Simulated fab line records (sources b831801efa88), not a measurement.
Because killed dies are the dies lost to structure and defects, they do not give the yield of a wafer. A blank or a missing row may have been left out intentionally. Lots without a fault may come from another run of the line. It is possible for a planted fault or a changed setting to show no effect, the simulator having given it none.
Which tool was responsible? | flow sky130 | Sampling: 13 lots, 39 wafers, 5 of 708 route steps

## WHAT EACH GAUGE READ, for each wafer
SKY_CAP2M_THK_MEAS_01. Usual: CAP2M_CVD_00_THK gives 15.49 nm (standard deviation 0.27).
lot  | measured     | on           | CAP2M_CVD_00_THK (nm) | flag
L550 | day 39 12:52 | filmMetro-02 | 15.31 15.38 15.47     | 
L553 | day 40 15:17 | filmMetro-02 | 15.11 15.45 15.39     | 
L556 | day 41 16:10 | filmMetro-04 | 15.81 16.10 15.71     | 
L558 | day 42 02:13 | filmMetro-01 | 15.07 15.48 15.58     | 
L559 | day 42 10:49 | filmMetro-02 | 15.52 15.15 15.24     | 
L560 | day 42 17:04 | filmMetro-02 | 15.32 15.60 15.77     | 
L561 | day 42 19:21 | filmMetro-04 | 15.50 15.39 15.37     | 
L567 | day 45 03:53 | filmMetro-01 | 15.67 15.42 15.72     | 
L569 | day 45 10:31 | filmMetro-01 | 15.43 15.97 15.37     | 
L570 | day 45 11:07 | filmMetro-04 | 15.55 15.82 15.83     | 
L571 | day 45 17:23 | filmMetro-01 | 15.21 16.10 15.62     | 
L573 | day 45 22:40 | filmMetro-01 | 15.24 15.08 15.43     | 
L572 | day 46 01:11 | filmMetro-02 | 15.18 15.77 15.06     | 

SKY_METAL5_RS_MEAS_05: measurement is done with a four-point probe. Usual: METAL5_ALCU_RS gives 0.02706 ohm/sq (standard deviation 0.0003).
lot  | measured     | on           | METAL5_ALCU_RS (ohm/sq)                        | flag
L550 | day 42 16:16 | filmMetro-04 | 0.02667 0.02733 0.02724                        | 
L553 | day 43 16:39 | filmMetro-02 | 0.02759 0.02726 0.02759                        | 
L556 | day 44 16:36 | filmMetro-02 | 0.02735 0.0271 0.02687                         | 
L558 | day 45 01:12 | filmMetro-04 | 0.0779 0.07382 0.07979 0.07786 0.07386 0.07974 | OFF
L559 | day 45 09:00 | filmMetro-02 | 0.02711 0.02704 0.02716                        | 
L560 | day 45 15:25 | filmMetro-04 | 0.07363 0.07972 0.07564 0.07355 0.07951 0.0754 | OFF
L561 | day 45 17:13 | filmMetro-04 | 0.02683 0.02707 0.02686                        | 
L567 | day 47 21:02 | filmMetro-03 | 0.02693 0.02718 0.02716                        | 
L569 | day 48 02:07 | filmMetro-04 | 0.02654 0.02672 0.02713                        | 
L570 | day 48 03:13 | filmMetro-03 | 0.02742 0.0272 0.02707                         | 
L571 | day 48 09:40 | filmMetro-04 | 0.02663 0.02729 0.02665                        | 
L573 | day 48 14:17 | filmMetro-04 | 0.02644 0.02726 0.02632                        | 
L572 | day 48 15:31 | filmMetro-02 | 0.02678 0.02705 0.02679                        | 

## EACH LOT AND THE TOOL THAT RAN IT (in order: tool; ch and the chambers of the sampled wafers; start)
lot  | SKY_VIA4_CVD_18              | SKY_METAL5_SPUTTER_01       | SKY_METAL5_SPUTTER_02
L550 | cvdW-02 ch 0, day 42 15:28   | pvdSputter-03, day 42 16:08 | pvdSputter-03, day 42 16:09
L553 | cvdW-02 ch 0,1, day 43 15:50 | pvdSputter-01, day 43 16:29 | pvdSputter-01, day 43 16:31
L556 | cvdW-01 ch 0,1, day 44 15:47 | pvdSputter-03, day 44 16:26 | pvdSputter-03, day 44 16:28
L558 | cvdW-02 ch 0,1, day 45 00:24 | pvdSputter-03, day 45 01:04 | pvdSputter-03, day 45 01:05
L559 | cvdW-01 ch 0,1, day 45 08:12 | pvdSputter-01, day 45 08:51 | pvdSputter-01, day 45 08:53
L560 | cvdW-02 ch 0,1, day 45 14:38 | pvdSputter-03, day 45 15:17 | pvdSputter-03, day 45 15:19
L561 | cvdW-02 ch 0,1, day 45 16:23 | pvdSputter-01, day 45 17:02 | pvdSputter-01, day 45 17:04
L567 | cvdW-01 ch 1, day 47 20:13   | pvdSputter-02, day 47 20:52 | pvdSputter-02, day 47 20:53
L569 | cvdW-02 ch 0,1, day 48 01:01 | pvdSputter-02, day 48 01:56 | pvdSputter-02, day 48 01:58
L570 | cvdW-02 ch 0,1, day 48 02:09 | pvdSputter-01, day 48 03:05 | pvdSputter-01, day 48 03:06
L571 | cvdW-02 ch 0,1, day 48 08:51 | pvdSputter-01, day 48 09:30 | pvdSputter-01, day 48 09:32
L573 | cvdW-01 ch 0,1, day 48 13:20 | pvdSputter-03, day 48 14:09 | pvdSputter-03, day 48 14:11
L572 | cvdW-01 ch 0,1, day 48 14:43 | pvdSputter-03, day 48 15:22 | pvdSputter-03, day 48 15:23
- SKY_VIA4_CVD_18: deposits W, target thk 505 nm, time 152.14 s.
- SKY_METAL5_SPUTTER_01: material TiN, target thk 20 nm, time 16.7 s.
- SKY_METAL5_SPUTTER_02: material AlCu, target thk 1150 nm, time 61.2 s.

## AS READ BY THE TOOLS THEMSELVES (means over the sampled wafers that have a number; for cases with no such wafer, the mark the record gives instead)
SKY_VIA4_CVD_18. Usual: heaterPowerW at 843 W, with a standard deviation of 56.
lot  | tool    | heaterPowerW (W) | flag
L550 | cvdW-02 | 749              | 
L553 | cvdW-02 | 791              | 
L556 | cvdW-01 | 894              | 
L558 | cvdW-02 | 817              | 
L559 | cvdW-01 | 871              | 
L560 | cvdW-02 | 800              | 
L561 | cvdW-02 | 806              | 
L567 | cvdW-01 | 893              | 
L569 | cvdW-02 | 793              | 
L570 | cvdW-02 | 789              | 
L571 | cvdW-02 | 824              | 
L573 | cvdW-01 | 889              | 
L572 | cvdW-01 | 895              | 

SKY_METAL5_SPUTTER_01. Usual: throttleValvePct at 30.4 %, with a standard deviation of 1.2.
lot  | tool          | throttleValvePct (%) | flag
L550 | pvdSputter-03 | 30.8                 | 
L553 | pvdSputter-01 | 29.6                 | 
L556 | pvdSputter-03 | 30.6                 | 
L558 | pvdSputter-03 | 30.4                 | 
L559 | pvdSputter-01 | 30.6                 | 
L560 | pvdSputter-03 | 29.4                 | 
L561 | pvdSputter-01 | 30.1                 | 
L567 | pvdSputter-02 | 30.5                 | 
L569 | pvdSputter-02 | 32.5                 | 
L570 | pvdSputter-01 | 30.2                 | 
L571 | pvdSputter-01 | 30.1                 | 
L573 | pvdSputter-03 | 28.9                 | 
L572 | pvdSputter-03 | 29.0                 | 

SKY_METAL5_SPUTTER_02. Usual: throttleValvePct at 30.4 %, with a standard deviation of 1.2.
lot  | tool          | throttleValvePct (%) | flag
L550 | pvdSputter-03 | 30.6                 | 
L553 | pvdSputter-01 | 29.5                 | 
L556 | pvdSputter-03 | 30.5                 | 
L558 | pvdSputter-03 | 30.5                 | 
L559 | pvdSputter-01 | 30.5                 | 
L560 | pvdSputter-03 | 29.3                 | 
L561 | pvdSputter-01 | 30.1                 | 
L567 | pvdSputter-02 | 30.6                 | 
L569 | pvdSputter-02 | 32.4                 | 
L570 | pvdSputter-01 | 30.2                 | 
L571 | pvdSputter-01 | 30.1                 | 
L573 | pvdSputter-03 | 28.6                 | 
L572 | pvdSputter-03 | 29.3                 | 

## THE ANSWER, worked out from the rows above alone
Rule: take the mean of a lot's wafers that have a number; if it is more than 3 standard deviations from the usual mean, the lot is off. A lot without any number at a reading at which 4 lots or more have one is off too. Any other lot the step has rows for is counted as sound. The gauges are gone through in route order, then the tools' own readings, and for those a lot's mean is taken as printed above. At the first step where some lot is off, the reading lying furthest off is the one used; lots without a number count as furthest.
Off: L558, L560, seen at SKY_METAL5_RS_MEAS_05 (METAL5_ALCU_RS).
A tool fits if, at a process step before that reading, it ran every lot that is off, and no sound lot after the first of them. Those tools and the gauges at SKY_METAL5_RS_MEAS_05 are tried in the same way. None of those tried fits.

## WHAT HAD BEEN PUT IN BY THE SIMULATOR
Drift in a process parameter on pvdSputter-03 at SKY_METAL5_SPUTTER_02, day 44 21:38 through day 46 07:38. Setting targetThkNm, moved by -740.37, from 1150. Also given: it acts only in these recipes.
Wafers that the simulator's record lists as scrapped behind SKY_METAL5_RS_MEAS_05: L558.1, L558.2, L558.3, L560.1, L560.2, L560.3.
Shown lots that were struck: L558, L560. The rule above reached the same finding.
